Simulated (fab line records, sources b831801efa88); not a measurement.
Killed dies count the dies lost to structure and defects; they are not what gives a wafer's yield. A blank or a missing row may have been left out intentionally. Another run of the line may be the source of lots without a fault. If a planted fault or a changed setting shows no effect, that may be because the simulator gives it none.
The same fault as seen by 2 desks || flow sky130 || every desk sees just its own numbers, and what lay behind them comes last

FOR THE TOOL OWNER'S DESK: implanter-01
SKY_SD_P_IMPLANT_09, tool's own readings: per-lot mean of the sampled wafers with a number, covering each lot this tool ran. The brackets show how far a lot's mean lies from the usual mean; more than 4 standard deviations puts the lot out of limits, marked OUT.
Columns: A = beam_on_s at SKY_SD_P_IMPLANT_09, usual 13.3 s; B = dose_ions_cm2 at SKY_SD_P_IMPLANT_09, usual 3e+15; C = faraday_current_uA at SKY_SD_P_IMPLANT_09, usual 12447
{"lot": "L109", "first seen here": "day 26 12:40", "A": 15.2, "B": 3e+15, "C": 10816}
{"lot": "L112", "first seen here": "day 27 09:08", "A": 15.0, "B": 3e+15, "C": 10973}
{"lot": "L118", "first seen here": "day 29 17:45", "A": 14.9, "B": 3e+15, "C": 11040}
{"lot": "L121", "first seen here": "day 31 10:32", "A": 18.4, "B": "4e+15 (+99 or more) OUT", "C": 11201}
{"lot": "L126", "first seen here": "day 32 13:45", "A": 18.9, "B": "4e+15 (+99 or more) OUT", "C": 10879}
This desk's finding: out of limits on L121, L126; first on L121, day 31 10:32 (dose_ions_cm2 at SKY_SD_P_IMPLANT_09). L109, L112, L118 stayed within limits.

AT THE METROLOGY DESK
What the gauges read, lot by lot, whatever tool the lot ran on: means of the sampled wafers that have a number. The brackets show how far a lot's mean lies from the usual mean; more than 4 standard deviations puts the lot out of limits, marked OUT.
Columns: A = POLY_CUT_OVL at SKY_POLY_CUT_OVL_MEAS_09, usual 1 nm; B = SD_P_TW at SKY_SD_P_TW_MEAS_11, usual 2817; C = SD_P_RS at SKY_SD_N_RS_MEAS_17, usual 147.2 ohm/sq
{"lot": "L108", "first seen here": "day 24 17:38", "A": -6, "B": 2825, "C": 147.7}
{"lot": "L109", "first seen here": "day 25 07:21", "A": -2, "B": 2804, "C": 146.7}
{"lot": "L111", "first seen here": "day 26 00:37", "A": 2, "B": 2806, "C": 147.5}
{"lot": "L112", "first seen here": "day 26 04:02", "A": -6, "B": 2791, "C": 147.9}
{"lot": "L114", "first seen here": "day 27 01:14", "A": 2, "B": 2850, "C": 147.3}
{"lot": "L115", "first seen here": "day 27 10:53", "A": 5, "B": 2844, "C": 146.7}
{"lot": "L118", "first seen here": "day 28 13:17", "A": 6, "B": 2811, "C": 146.6}
{"lot": "L121", "first seen here": "day 30 07:17", "A": 3, "B": "2914 (+4.8) OUT", "C": "143.9 (-8.9) OUT"}
{"lot": "L126", "first seen here": "day 31 10:59", "A": -0, "B": "2908 (+4.6) OUT", "C": "144.1 (-8.5) OUT"}
{"lot": "L128", "first seen here": "day 31 18:08", "A": 5, "B": 2828, "C": 147.1}
This desk's result: L121, L126 out of limits, first on L121 (SD_P_TW at SKY_SD_P_TW_MEAS_11), day 31 10:47. L108, L109, L111, L112, L114, L115, L118, L128 stayed within limits.

TAKEN TOGETHER
An alarm could have come from the tool owner's desk at day 31 10:32, on L121, L126.
An alarm was possible from the metrology desk at day 31 10:47, on L121, L126.
SKY_SD_P_IMPLANT_09 was run on implanter-01 by each of the lots named.

WHAT THE SIMULATOR HAD PUT IN
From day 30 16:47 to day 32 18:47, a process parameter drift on implanter-01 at SKY_SD_P_IMPLANT_09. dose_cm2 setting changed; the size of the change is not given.
Struck lots among those shown: L121, L126.
Time in hours from fault onset to the first out-of-limits reading at each desk: tool owner's desk 18, metrology desk 18.
